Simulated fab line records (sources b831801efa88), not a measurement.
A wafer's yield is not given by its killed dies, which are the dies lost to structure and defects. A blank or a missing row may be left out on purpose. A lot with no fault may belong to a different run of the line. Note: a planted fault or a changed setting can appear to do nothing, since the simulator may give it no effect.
Which tool is to blame? | flow sky130 | 11 lots with 33 wafers sampled at 5 steps, on a route of 708 steps

WHAT THE GAUGES SHOWED, per wafer
The record lacks any reading of a measuring or inspecting step that a usual standard deviation could be used to judge.

WHICH TOOL RAN EACH LOT (tool, then ch and the chambers of the sampled wafers, then the start)
lot  | SKY_CAPM_METAL_ETCH_13            | SKY_METAL4_ETCH_16                | SKY_METAL4_ETCH_17                 | SKY_PASSIVATION_ETCH_11            | SKY_PAD_OPEN_PROBE_99
L312 | rie-metal-01 ch 1, day 38 03:02   | rie-metal-03 ch 0, day 42 11:10   | rie-diel-03 ch 0,1,2, day 42 11:16 | rie-diel-02 ch 2,3, day 45 10:59   | prober-02, day 46 10:49
L319 | rie-metal-03 ch 0,1, day 40 14:43 | rie-metal-02 ch 0,1, day 44 18:28 | rie-diel-03 ch 0,2,3, day 44 18:34 | rie-diel-01 ch 1,3, day 47 13:59   | prober-01, day 48 12:28
L320 | rie-metal-01 ch 0,1, day 41 09:31 | rie-metal-03 ch 0,1, day 45 11:31 | rie-diel-03 ch 0,1,3, day 45 11:37 | rie-diel-01 ch 0,1,3, day 48 05:33 | prober-02, day 49 03:16
L322 | rie-metal-04 ch 0,1, day 41 14:38 | rie-metal-03 ch 0,1, day 45 16:11 | rie-diel-02 ch 1,2,3, day 45 16:17 | rie-diel-04 ch 1,2,3, day 48 09:44 | prober-02, day 49 07:46
L323 | rie-metal-01 ch 0,1, day 41 20:58 | rie-metal-02 ch 0,1, day 45 21:50 | rie-diel-03 ch 0,2,3, day 45 21:56 | rie-diel-01 ch 0,1,3, day 48 15:23 | prober-01, day 49 13:01
L324 | rie-metal-04 ch 0,1, day 41 21:16 | rie-metal-03 ch 0,1, day 45 22:28 | rie-diel-02 ch 0,3, day 45 22:34   | rie-diel-02 ch 0,2,3, day 48 15:51 | prober-02, day 49 13:30
L325 | rie-metal-04 ch 0,1, day 41 22:16 | rie-metal-01 ch 0,1, day 45 23:25 | rie-diel-03 ch 1,2,3, day 45 23:29 | rie-diel-01 ch 1,2, day 48 16:44   | prober-01, day 49 14:46
L327 | rie-metal-01 ch 0,1, day 42 14:47 | rie-metal-01 ch 1, day 46 14:04   | rie-diel-03 ch 0,1,3, day 46 14:10 | rie-diel-04 ch 1,2,3, day 49 05:53 | prober-01, day 50 02:29
L328 | rie-metal-01 ch 0,1, day 42 19:44 | rie-metal-03 ch 0,1, day 46 17:35 | rie-diel-03 ch 0,2,3, day 46 17:41 | rie-diel-04 ch 1,2,3, day 49 08:45 | prober-02, day 50 03:59
L334 | rie-metal-03 ch 0,1, day 44 07:53 | rie-metal-01 ch 0,1, day 48 00:31 | rie-diel-04 ch 1,3, day 48 00:37   | rie-diel-04 ch 1,2,3, day 50 11:02 | prober-02, day 51 06:30
L335 | rie-metal-03 ch 0,1, day 44 11:56 | rie-metal-01 ch 0, day 48 05:29   | rie-diel-04 ch 1,2, day 48 05:35   | rie-diel-01 ch 0,3, day 50 15:11   | prober-01, day 51 09:47
- SKY_CAPM_METAL_ETCH_13: etches TiN in Cl2/BCl3, stops on SiO2, target depth 220 nm, time 62.9 s.
- SKY_METAL4_ETCH_16: etches BARC in N2/H2, stops on SiO2, time 88.2 s, target depth 60 nm.
- SKY_METAL4_ETCH_17: etches SiO2 in C4F8/O2/Ar, stops on TiN, time 3.9 s, target depth 15 nm.
- SKY_PASSIVATION_ETCH_11: etches the open film in CF4/O2, stops on AlCu, target depth 725 nm, time 161.1 s.
- SKY_PAD_OPEN_PROBE_99

WHAT THE TOOLS THEMSELVES READ (means of the sampled wafers that have a number; where no wafer has one, the mark that the record gives instead)
SKY_CAPM_METAL_ETCH_13. Usual: drypump-motor-current-A 5.65 A, standard deviation 0.27; mfc-cl2-sccm 60.00 sccm, standard deviation 0.17; oes-product-au 0.943 a.u., standard deviation 0.0084; throttle-valve-pct 21.900 %, standard deviation 0.0099.
lot  | tool         | drypump-motor-current-A (A) | mfc-cl2-sccm (sccm) | oes-product-au (a.u.) | throttle-valve-pct (%) | flag
L312 | rie-metal-01 | 5.10                        | 59.98               | 0.946                 | 21.907                 |
L319 | rie-metal-03 | 5.86                        | 59.88               | 0.933                 | 21.897                 |
L320 | rie-metal-01 | 5.44                        | 59.94               | 0.949                 | 21.902                 |
L322 | rie-metal-04 | 5.72                        | 59.92               | 0.942                 | 21.902                 |
L323 | rie-metal-01 | 5.45                        | 60.05               | 0.941                 | 21.904                 |
L324 | rie-metal-04 | 5.67                        | 59.93               | 0.952                 | 21.895                 |
L325 | rie-metal-04 | 5.71                        | 59.84               | 0.943                 | 21.907                 |
L327 | rie-metal-01 | 5.26                        | 60.31               | 0.930                 | 21.901                 |
L328 | rie-metal-01 | 5.26                        | 60.01               | 0.933                 | 21.907                 |
L334 | rie-metal-03 | 5.74                        | 60.03               | 0.948                 | 21.900                 |
L335 | rie-metal-03 | 5.75                        | 59.92               | 0.950                 | 21.890                 |

SKY_METAL4_ETCH_16. Usual: drypump-motor-current-A 5.8 A, standard deviation 0.37; oes-product-au 0.626 a.u., standard deviation 0.0049; throttle-valve-pct 13.204 %, standard deviation 0.0089.
lot  | tool         | drypump-motor-current-A (A) | oes-product-au (a.u.) | throttle-valve-pct (%) | flag
L312 | rie-metal-03 | 5.6                         | 0.628                 | 13.197                 |
L319 | rie-metal-02 | 6.1                         | 0.620                 | 13.207                 |
L320 | rie-metal-03 | 5.9                         | 0.628                 | 13.199                 |
L322 | rie-metal-03 | 5.7                         | 0.626                 | 13.201                 |
L323 | rie-metal-02 | 6.3                         | 0.630                 | 13.213                 |
L324 | rie-metal-03 | 5.9                         | 0.626                 | 13.209                 |
L325 | rie-metal-01 | 5.4                         | 0.628                 | 13.210                 |
L327 | rie-metal-01 | 5.1                         | 0.628                 | 13.198                 |
L328 | rie-metal-03 | 5.7                         | 0.627                 | 13.195                 |
L334 | rie-metal-01 | 5.3                         | 0.629                 | 13.208                 |
L335 | rie-metal-01 | 5.6                         | 0.625                 | 13.196                 |

SKY_METAL4_ETCH_17. Usual: 0.753 a.u. for oes-product-au, sd 0.0067.
lot  | tool        | oes-product-au (a.u.) | flag
L312 | rie-diel-03 | 0.753                 |
L319 | rie-diel-03 | 0.758                 |
L320 | rie-diel-03 | 0.756                 |
L322 | rie-diel-02 | 0.751                 |
L323 | rie-diel-03 | 0.755                 |
L324 | rie-diel-02 | 0.753                 |
L325 | rie-diel-03 | 0.752                 |
L327 | rie-diel-03 | 0.753                 |
L328 | rie-diel-03 | 0.747                 |
L334 | rie-diel-04 | 0.747                 |
L335 | rie-diel-04 | 0.746                 |

SKY_PASSIVATION_ETCH_11. Usual: drypump-motor-current-A 5.9 A, standard deviation 0.56; oes-product-au 0.979 a.u., standard deviation 0.0076; throttle-valve-pct 5.963 %, standard deviation 0.0097.
lot  | tool        | drypump-motor-current-A (A) | oes-product-au (a.u.) | throttle-valve-pct (%) | flag
L312 | rie-diel-02 | 5.7                         | 0.973                 | 5.955                  |
L319 | rie-diel-01 | 5.9                         | 0.983                 | 5.967                  |
L320 | rie-diel-01 | 6.1                         | 0.984                 | 5.961                  |
L322 | rie-diel-04 | 6.3                         | 0.983                 | 5.963                  |
L323 | rie-diel-01 | 6.1                         | 0.977                 | 5.965                  |
L324 | rie-diel-02 | 5.6                         | 0.979                 | 5.959                  |
L325 | rie-diel-01 | 6.2                         | 0.987                 | 5.964                  |
L327 | rie-diel-04 | 6.3                         | 0.986                 | 5.972                  |
L328 | rie-diel-04 | 6.3                         | 0.981                 | 5.959                  |
L334 | rie-diel-04 | 6.3                         | 0.981                 | 5.965                  |
L335 | rie-diel-01 | 6.4                         | 0.980                 | 5.957                  |

SKY_PAD_OPEN_PROBE_99. Usual: defect-limited-yield 82.3 %, standard deviation 2.2; killed_at_M0_to_M3 43, standard deviation 7.3; killed_at_M4_up 3.2, standard deviation 1.9; killed-at-contacts 25, standard deviation 5.4; killed-at-front-end 16, standard deviation 4.4; killed-at-other 0.4, standard deviation 0.66; killed-dies 87, standard deviation 11; killed-open 48, standard deviation 7.9; killed-short 39, standard deviation 6.5; sort_bin_3_pad_short 0.8 %, standard deviation 0.43; sort_bin_5_function 10.5 %, standard deviation 1.6; sort_bin_6_memory 6.4 %, standard deviation 1.2; sort-n-pass 405, standard deviation 11; sort-yield-pct 82.3 %, standard deviation 2.2.
lot  | tool      | defect-limited-yield (%) | killed_at_M0_to_M3 | killed_at_M4_up | killed-at-contacts | killed-at-front-end | killed-at-other | killed-dies | killed-open | killed-short | sort_bin_3_pad_short (%) | sort_bin_5_function (%) | sort_bin_6_memory (%) | sort-n-pass | sort-yield-pct (%) | flag
L312 | prober-02 | 80.4                     | 51                 | 5.0             | 25                 | 16                  | 0.0             | 97          | 50          | 45           | 1.0                      | 11.5                    | 7.1                   | 395         | 80.4               |
L319 | prober-01 | 81.0                     | 47                 | 3.7             | 25                 | 17                  | 0.0             | 93          | 55          | 38           | 0.7                      | 11.7                    | 6.5                   | 399         | 81.0               |
L320 | prober-02 | 82.2                     | 49                 | 4.0             | 15                 | 19                  | 0.3             | 88          | 50          | 36           | 1.0                      | 10.4                    | 6.4                   | 404         | 82.2               |
L322 | prober-02 | 80.9                     | 46                 | 2.7             | 27                 | 18                  | 1.0             | 94          | 52          | 41           | 0.7                      | 11.6                    | 6.8                   | 398         | 80.9               |
L323 | prober-01 | 83.5                     | 38                 | 3.3             | 25                 | 14                  | 0.7             | 81          | 43          | 37           | 0.5                      | 9.1                     | 6.8                   | 411         | 83.5               |
L324 | prober-02 | 84.9                     | 35                 | 2.3             | 24                 | 13                  | 0.0             | 74          | 39          | 35           | 0.5                      | 9.4                     | 5.2                   | 418         | 84.9               |
L325 | prober-01 | 82.5                     | 47                 | 5.0             | 22                 | 12                  | 0.3             | 86          | 44          | 42           | 0.8                      | 10.6                    | 6.1                   | 406         | 82.5               |
L327 | prober-01 | 75.3                     | 44                 | 2.7             | 23                 | 16                  | 36.7            | 122         | 47          | 38           | 3.0                      | 15.6                    | 6.2                   | 370         | 75.3               | OFF
L328 | prober-02 | 76.1                     | 42                 | 3.0             | 22                 | 14                  | 37.0            | 117         | 47          | 34           | 2.8                      | 13.5                    | 7.6                   | 375         | 76.1               | OFF
L334 | prober-02 | 82.0                     | 41                 | 3.0             | 26                 | 19                  | 0.0             | 89          | 43          | 45           | 0.9                      | 10.5                    | 6.6                   | 403         | 82.0               |
L335 | prober-01 | 82.3                     | 50                 | 1.3             | 22                 | 13                  | 1.0             | 87          | 44          | 43           | 0.7                      | 9.8                     | 7.2                   | 405         | 82.3               |

THE ANSWER, worked out from the rows above alone
Rule: a lot is off if the mean of its wafers that have a number lies more than 3 standard deviations from the usual mean. Also off: a lot with no number at a reading for which 4 or more lots have one. Any other lot the step has rows for is counted as sound. After the gauges, taken in route order, come the tools' own readings; for these a lot's mean is taken, as printed above. At the first step where some lot is off, the reading lying furthest off is the one used; lots without a number count as furthest.
Off at SKY_PAD_OPEN_PROBE_99 (killed-at-other): L327, L328.
A tool fits if, at that step or a process step before it, it ran every lot that is off, and no sound lot after the first of them. Undecided on this evidence; 2 tools fit (rie-metal-01 at SKY_CAPM_METAL_ETCH_13, rie-diel-03 at SKY_METAL4_ETCH_17).

WHAT THE SIMULATOR HAD INSERTED
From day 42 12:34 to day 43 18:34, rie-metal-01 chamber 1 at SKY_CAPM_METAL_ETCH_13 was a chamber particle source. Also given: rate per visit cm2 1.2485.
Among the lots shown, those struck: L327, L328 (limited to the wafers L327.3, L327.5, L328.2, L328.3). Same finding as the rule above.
